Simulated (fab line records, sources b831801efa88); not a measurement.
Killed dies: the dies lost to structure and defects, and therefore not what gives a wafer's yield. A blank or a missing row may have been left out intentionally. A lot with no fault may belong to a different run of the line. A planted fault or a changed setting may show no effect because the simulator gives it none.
Which tool did it? ; flow gf180mcu ; 7 lots (21 wafers sampled), 1 step of a 602-step route

## WHAT THE GAUGES SHOWED, per wafer
GF_LVPWELL_OVL_MEAS_07.
lot;measured;on;LVPWELL_OVL (nm)
L905;day 4 03:42;overlay-02;-2.0 0.6 -0.6
L907;day 4 14:31;overlay-02;0.5 -0.3 1.0
L913;day 6 03:10;overlay-02;-3.4 -3.7 -0.7
L915;day 6 12:43;overlay-01;-2.8 -2.3 -0.9
L921;day 7 19:20;overlay-02;-0.6 0.7 -0.2
L924;day 8 12:58;overlay-01;-1.5 -0.9 -0.4
L926;day 9 01:06;overlay-02;-0.4 -0.4 -0.6

## WHAT TOOL EACH LOT RAN ON (gives the tool, then ch and the chambers of the sampled wafers, and finally the start)
Before these readings, the record contains no process step.

## THE ANSWER, worked out from the rows above alone
Rule: the usual values come from the lots themselves. The widest of any qualifying gaps counts: lots, ordered by their means at a reading, are off when they make up no more than a third of the lots, leave a main group of 4 or more, and stand apart from it by 3 or more times the standard deviation of that group's means. A main group whose means are all the same, to the digits that the tables above print for the reading, isn't used. A lot without any number at a reading at which 4 lots or more have one is off too. The other lots that the step has rows for count as sound.
None of the lots is off at any reading shown; this tells nothing.

## WHAT THE SIMULATOR HAD PUT IN
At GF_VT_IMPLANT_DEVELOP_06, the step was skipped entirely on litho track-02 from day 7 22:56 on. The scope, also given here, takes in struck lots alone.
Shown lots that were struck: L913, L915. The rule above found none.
